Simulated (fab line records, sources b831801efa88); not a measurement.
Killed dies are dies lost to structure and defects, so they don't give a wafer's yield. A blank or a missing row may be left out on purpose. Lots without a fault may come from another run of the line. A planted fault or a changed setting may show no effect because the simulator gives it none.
Which tool did it? | flow gf180mcu | 13 lots, 39 wafers sampled, at 5 steps of a route of 602

WHAT THE GAUGES READ, wafer by wafer
GF_HV_LDD_RS_MEAS_53: measures by four-point-probe.
lot  | measured     | on            | HV_LDD_RS (ohm/sq)
L929 | day 12 16:10 | film_metro-03 | 418.3 417.7 417.9
L930 | day 12 22:56 | film_metro-03 | 419.8 418.4 420.4
L931 | day 13 06:58 | film_metro-04 | 417.6 417.9 418.9
L933 | day 13 21:59 | film_metro-04 | 418.2 419.8 418.9
L937 | day 15 02:16 | film_metro-03 | 418.0 417.6 417.7
L938 | day 15 07:11 | film_metro-02 | 417.5 418.2 419.1
L941 | day 16 09:23 | film_metro-02 | 418.4 418.9 418.0
L942 | day 16 17:53 | film_metro-02 | 414.2 415.2 414.2
L943 | day 17 03:37 | film_metro-02 | 414.3 415.3 414.4
L944 | day 17 15:20 | film_metro-02 | 415.1 413.6 415.3
L946 | day 18 04:52 | film_metro-03 | 419.6 418.9 419.4
L951 | day 20 06:34 | film_metro-02 | 418.5 418.3 419.0
L952 | day 20 10:02 | film_metro-04 | 418.4 418.8 419.8

GF_M2_OVL_MEAS_15.
lot  | measured     | on         | M2_OVL (nm)
L929 | day 19 13:03 | overlay-01 | -2 1 -7
L930 | day 19 21:26 | overlay-01 | -1 -2 5
L931 | day 20 07:18 | overlay-02 | 0 -3 -2
L933 | day 21 03:01 | overlay-01 | -10 -6 -2
L937 | day 22 08:36 | overlay-02 | -4 -9 1
L938 | day 22 11:52 | overlay-02 | -3 1 -2
L941 | day 23 16:46 | overlay-01 | 6 6 3
L942 | day 24 00:53 | overlay-01 | 4 6 1
L943 | day 24 10:12 | overlay-02 | 7 0 10
L944 | day 24 21:33 | overlay-02 | -2 -7 2
L946 | day 25 10:23 | overlay-01 | 7 12 6
L951 | day 27 05:48 | overlay-02 | -4 7 8
L952 | day 27 07:44 | overlay-02 | 1 0 -7

GF_V3_THK_MEAS_01.
lot  | measured     | on            | V3_CVD_00_THK (nm)
L929 | day 21 17:53 | film_metro-01 | 593 591 594
L930 | day 22 03:05 | film_metro-01 | 611 597 600
L931 | day 22 11:52 | film_metro-01 | 596 608 600
L933 | day 23 05:37 | film_metro-02 | 600 596 601
L937 | day 24 09:50 | film_metro-02 | 602 599 595
L938 | day 24 13:02 | film_metro-03 | 600 603 607
L941 | day 25 16:17 | film_metro-02 | 606 600 594
L942 | day 25 23:23 | film_metro-01 | 602 590 592
L943 | day 26 09:13 | film_metro-03 | 606 609 601
L944 | day 26 20:42 | film_metro-02 | 600 602 600
L946 | day 27 07:43 | film_metro-02 | 595 594 596
L951 | day 29 01:37 | film_metro-01 | 599 605 598
L952 | day 29 03:34 | film_metro-03 | 598 593 601

WHICH TOOL RAN EACH LOT (tool, then ch and the chambers of the sampled wafers, then the start)
lot  | GF_HV_LDD_IMPLANT_34            | GF_M3_SPUTTER_01
L929 | implanter-02 ch 0, day 11 19:53 | pvd_sputter-02, day 20 16:46
L930 | implanter-02 ch 0, day 12 02:13 | pvd_sputter-01, day 21 01:35
L931 | implanter-02 ch 0, day 12 10:02 | pvd_sputter-01, day 21 11:01
L933 | implanter-02 ch 0, day 13 00:47 | pvd_sputter-01, day 22 05:34
L937 | implanter-03 ch 0, day 14 04:38 | pvd_sputter-02, day 23 10:47
L938 | implanter-02 ch 0, day 14 08:37 | pvd_sputter-01, day 23 13:43
L941 | implanter-02 ch 0, day 15 10:47 | pvd_sputter-02, day 24 17:48
L942 | implanter-02 ch 0, day 15 18:19 | pvd_sputter-03, day 25 01:23
L943 | implanter-02 ch 0, day 16 03:50 | pvd_sputter-02, day 25 11:05
L944 | implanter-02 ch 0, day 16 14:44 | pvd_sputter-02, day 25 22:46
L946 | implanter-04 ch 0, day 17 04:41 | pvd_sputter-02, day 26 10:11
L951 | implanter-04 ch 0, day 19 05:08 | pvd_sputter-01, day 28 04:56
L952 | implanter-03 ch 0, day 19 08:34 | pvd_sputter-03, day 28 06:52
- GF_HV_LDD_IMPLANT_34
- GF_M3_SPUTTER_01: material TiN, target thk 30 nm, time 25 s.

WHAT THE TOOLS THEMSELVES READ (means of the sampled wafers that have a number; where no wafer has one, the mark that the record gives instead)
GF_HV_LDD_IMPLANT_34.
lot  | tool         | dose_ions_cm2 | faraday_current_uA
L929 | implanter-02 | 7.487e+12     | 42.7
L930 | implanter-02 | 7.499e+12     | 42.8
L931 | implanter-02 | 7.503e+12     | 42.5
L933 | implanter-02 | 7.504e+12     | 42.1
L937 | implanter-03 | 7.496e+12     | 42.5
L938 | implanter-02 | 7.501e+12     | 42.5
L941 | implanter-02 | 7.494e+12     | 42.8
L942 | implanter-02 | 8.755e+12     | 49.0
L943 | implanter-02 | 8.770e+12     | 49.8
L944 | implanter-02 | 8.766e+12     | 49.4
L946 | implanter-04 | 7.506e+12     | 42.8
L951 | implanter-04 | 7.490e+12     | 42.0
L952 | implanter-03 | 7.493e+12     | 42.9

GF_M3_SPUTTER_01.
lot  | tool           | chamber_pressure_pa (Pa) | throttle_valve_pct (%)
L929 | pvd_sputter-02 | 0.3996                   | 30.4
L930 | pvd_sputter-01 | 0.3996                   | 30.4
L931 | pvd_sputter-01 | 0.3997                   | 30.1
L933 | pvd_sputter-01 | 0.4002                   | 29.7
L937 | pvd_sputter-02 | 0.4007                   | 30.4
L938 | pvd_sputter-01 | 0.4001                   | 30.5
L941 | pvd_sputter-02 | 0.3997                   | 30.1
L942 | pvd_sputter-03 | 0.3994                   | 30.8
L943 | pvd_sputter-02 | 0.3999                   | 30.1
L944 | pvd_sputter-02 | 0.3997                   | 29.9
L946 | pvd_sputter-02 | 0.4000                   | 30.2
L951 | pvd_sputter-01 | 0.4000                   | 30.5
L952 | pvd_sputter-03 | 0.3995                   | 29.9

THE ANSWER, worked out from the rows above alone
Rule: what is usual is taken from the lots themselves. Put in order of their means at a reading, lots are off if they are a third of the lots or fewer, leave a main group of 4 or more, and stand apart from it by a gap of 3 or more times the standard deviation of the main group's means; of several such gaps the widest counts. A main group whose means are all the same, to the digits that the tables above print for the reading, isn't used. A lot without any number at a reading at which 4 lots or more have one is off too. The other lots that the step has rows for count as sound. The gauges are gone through in route order, then the tools' own readings, and for those a lot's mean is taken as printed above. The first step at which some lot is off is used, and at that step the reading that is off furthest; a lot without a number counts as furthest.
Off: L942, L943, L944, at GF_HV_LDD_RS_MEAS_53 (HV_LDD_RS). The main group: mean 418.6 ohm/sq, standard deviation 0.56.
A tool fits if, at a process step before that reading, it ran every lot that is off, and no sound lot after the first of them. The gauges at GF_HV_LDD_RS_MEAS_53 aren't tried: what is off there is off at GF_HV_LDD_IMPLANT_34 too, on other tools, and a gauge's error can't cause that. One fits: implanter-02 at GF_HV_LDD_IMPLANT_34. Its last sound lot is L941 (day 15 10:47), its first lot that is off L942 (day 15 18:19): a fault that began between those two fits.
The tool's own readings at GF_HV_LDD_IMPLANT_34 bear it out: on the lots that are off they differ by more than 5 times the standard deviation of the sound lots' means. dose_ions_cm2 reads 8.764e+12 there against 7.497e+12 on the sound lots; faraday_current_uA reads 49.4 there against 42.6 on the sound lots.

WHAT THE SIMULATOR HAD PUT IN
Process parameter drift: implanter-02, from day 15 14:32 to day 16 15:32, at GF_HV_LDD_IMPLANT_34. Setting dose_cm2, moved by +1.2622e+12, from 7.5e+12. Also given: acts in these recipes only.
Lots struck among those shown: L942, L943, L944. The rule above found the same.
